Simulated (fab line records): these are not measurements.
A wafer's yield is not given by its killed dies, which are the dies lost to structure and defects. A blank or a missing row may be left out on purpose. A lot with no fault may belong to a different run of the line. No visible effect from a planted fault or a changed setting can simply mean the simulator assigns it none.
Which of the tools did it? | flow gf180mcu | Sampling: 6 lots, 18 wafers, 4 of 602 route steps

== WHAT THE GAUGES READ, wafer by wafer ==
GF_V3_THK_MEAS_03.
lot  | measured     | on            | V3_CVD_02_THK (nm)
L561 | day 21 10:56 | film-metro-03 | 836 839 858
L567 | day 24 03:13 | film-metro-04 | 841 849 1001
L574 | day 26 04:56 | film-metro-02 | 850 870 851
L576 | day 26 19:30 | film-metro-03 | 863 846 858
L581 | day 28 13:22 | film-metro-03 | 831 858 844
L583 | day 28 23:32 | film-metro-04 | 852 867 866

== TOOL THAT RAN EACH LOT (tool first, then ch and the chambers of the sampled wafers, then the start) ==
lot  | GF_V2_ETCH_17                                 | GF_V2_CVD_23                  | GF_V3_CVD_02
L561 | rie-diel-01 ch 0,1,2, day 20 09:20 or earlier | cvd-w-02 ch 0,1, day 20 09:20 | pecvd-02 ch 1,2, day 21 10:50
L567 | rie-diel-01 ch 0,1,3, day 23 02:41 or earlier | cvd-w-01 ch 0,1, day 23 02:41 | pecvd-03 ch 0,1,2, day 24 03:10
L574 | rie-diel-03 ch 2,3, day 25 06:06 or earlier   | cvd-w-01 ch 0,1, day 25 06:06 | pecvd-01 ch 0,2, day 26 04:51
L576 | rie-diel-04 ch 0,2,3, day 25 21:37 or earlier | cvd-w-01 ch 0,1, day 25 21:37 | pecvd-01 ch 0,1,2, day 26 19:25
L581 | rie-diel-01 ch 0,1, day 27 16:09 or earlier   | cvd-w-01 ch 0,1, day 27 16:09 | pecvd-03 ch 0,1,2, day 28 13:17
L583 | rie-diel-03 ch 2,3, day 28 02:58 or earlier   | cvd-w-01 ch 0, day 28 02:58   | pecvd-01 ch 0,1, day 28 23:28
- GF_V2_ETCH_17: etches SiO2 in C4F8/O2/Ar, stops on TiN, target depth 630 nm.
- GF_V2_CVD_23: deposits W, target thk 350 nm, time 104.94 s.
- GF_V3_CVD_02: deposits SiO2 from TEOS, target thk 850 nm, time 94.851 s.

== THE ANSWER, worked out from the rows above alone ==
Rule: the lots themselves supply what counts as usual. Put in order of their means at a reading, lots are off if they are a third of the lots or fewer, leave a main group of 4 or more, and stand apart from it by a gap of 3 or more times the standard deviation of the main group's means; of several such gaps the widest counts. Not used: any main group whose means are identical at the precision the tables above print for the reading. Also off: a lot with no number at a reading for which 4 or more lots have one. Where the step has rows for the other lots, those lots are counted as sound.
Off: L567, at GF_V3_THK_MEAS_03 (V3_CVD_02_THK). Main group: mean 853 nm, sd 7.
If a tool, at a process step before that reading, ran all the lots that are off and no sound lot after the first of them, it fits. The gauges at GF_V3_THK_MEAS_03 are tried like those tools. GF_V2_ETCH_17 gives no start for some lots, so the hours and the order of its lots are those of GF_V2_CVD_23. No candidate that was tried fits.

== WHAT THE SIMULATOR PUT IN ==
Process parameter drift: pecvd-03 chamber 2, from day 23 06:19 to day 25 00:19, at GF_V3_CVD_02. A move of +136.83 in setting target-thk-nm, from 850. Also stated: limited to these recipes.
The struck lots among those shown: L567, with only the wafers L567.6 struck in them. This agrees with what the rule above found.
